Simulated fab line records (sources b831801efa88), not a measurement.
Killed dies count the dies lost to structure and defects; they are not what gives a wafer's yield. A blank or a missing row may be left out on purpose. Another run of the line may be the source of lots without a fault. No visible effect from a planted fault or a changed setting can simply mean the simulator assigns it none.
One fault through the eyes of 2 desks + flow sky130 + what lay behind the numbers comes last; until then each desk has only its own

== THE METROLOGY DESK ==
What the gauges read, lot by lot, whatever tool the lot ran on: means of the sampled wafers that have a number. Any lot whose mean is over 4 standard deviations away from the usual mean is out of limits and marked OUT; that distance is given in the brackets.
Columns: A = cd_nm at SKY_FIELD_ISO_CD_MEAS_13, usual 150.2 nm; B = FIELD_ISO_OXIDATION_01_THK at SKY_FIELD_ISO_THK_MEAS_23, usual 9.91 nm; C = FIELD_ISO_CVD_24_THK at SKY_FIELD_ISO_THK_MEAS_25, usual 593 nm
| lot  | first seen here | A     | B     | C   |
|------|-----------------|-------|-------|-----|
| L495 | day 2 20:13     | 151.1 | 9.73  | 596 |
| L499 | day 3 19:37     | 149.6 | 10.13 | 596 |
| L507 | day 5 12:10     | 149.6 | 9.91  | 591 |
| L508 | day 5 16:31     | 153.8 | 9.99  | 592 |
| L512 | day 6 13:49     | 148.4 | 9.55  | 587 |
| L514 | day 6 22:56     | 151.4 | 9.79  | 589 |
This desk's finding: nothing out of limits on any of the 6 lots.

== THE TOOL OWNER'S DESK: rie_si-01 ==
The tool's own readings at SKY_FIELD_ISO_ETCH_17 (etches Si in HBr/Cl2/O2, target depth 342 nm, time 97.7 s): means of the sampled wafers that have a number, for each lot that ran on this tool. Any lot whose mean is over 4 standard deviations away from the usual mean is out of limits and marked OUT; that distance is given in the brackets.
Columns: A = bias_w at SKY_FIELD_ISO_ETCH_17, usual 150.1 W; B = drypump_motor_current_A at SKY_FIELD_ISO_ETCH_17, usual 5.6 A; C = oes_product_au at SKY_FIELD_ISO_ETCH_17, usual 1.002 a.u.; D = run_length_s at SKY_FIELD_ISO_ETCH_17, usual 126.1 s; E = throttle_valve_pct at SKY_FIELD_ISO_ETCH_17, usual 25.655 %
| lot  | first seen here | A     | B   | C     | D               | E      |
|------|-----------------|-------|-----|-------|-----------------|--------|
| L495 | day 2 20:31     | 149.8 | 5.7 | 0.989 | 126.1           | 25.657 |
| L499 | day 3 19:56     | 150.3 | 5.4 | 1.006 | 125.9           | 25.660 |
| L507 | day 5 12:29     | 150.4 | 5.6 | 0.993 | 117.4 (-25) OUT | 25.654 |
| L508 | day 5 16:50     | 150.7 | 5.7 | 0.996 | 113.2 (-37) OUT | 25.659 |
This desk's finding: out of limits on L507, L508; first on L507, day 5 12:29 (run_length_s at SKY_FIELD_ISO_ETCH_17). L495, L499: within limits.

== BROUGHT TOGETHER ==
The tool owner's desk had the chance to raise an alarm at day 5 12:29 on L507, L508.
Nothing out of limits was seen by the metrology desk.
The metrology desk has L507, L508 on record, within its limits.
Of the lots named, all ran SKY_FIELD_ISO_ETCH_17 on rie_si-01.

== WHAT HAD BEEN PUT IN BY THE SIMULATOR ==
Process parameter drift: rie_si-01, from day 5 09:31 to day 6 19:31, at SKY_FIELD_ISO_ETCH_17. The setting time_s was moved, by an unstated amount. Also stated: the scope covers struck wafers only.
Shown lots that were struck: L507, L508.
Delay in hours, fault start to first out-of-limits reading, by desk: the tool owner's desk at 3.
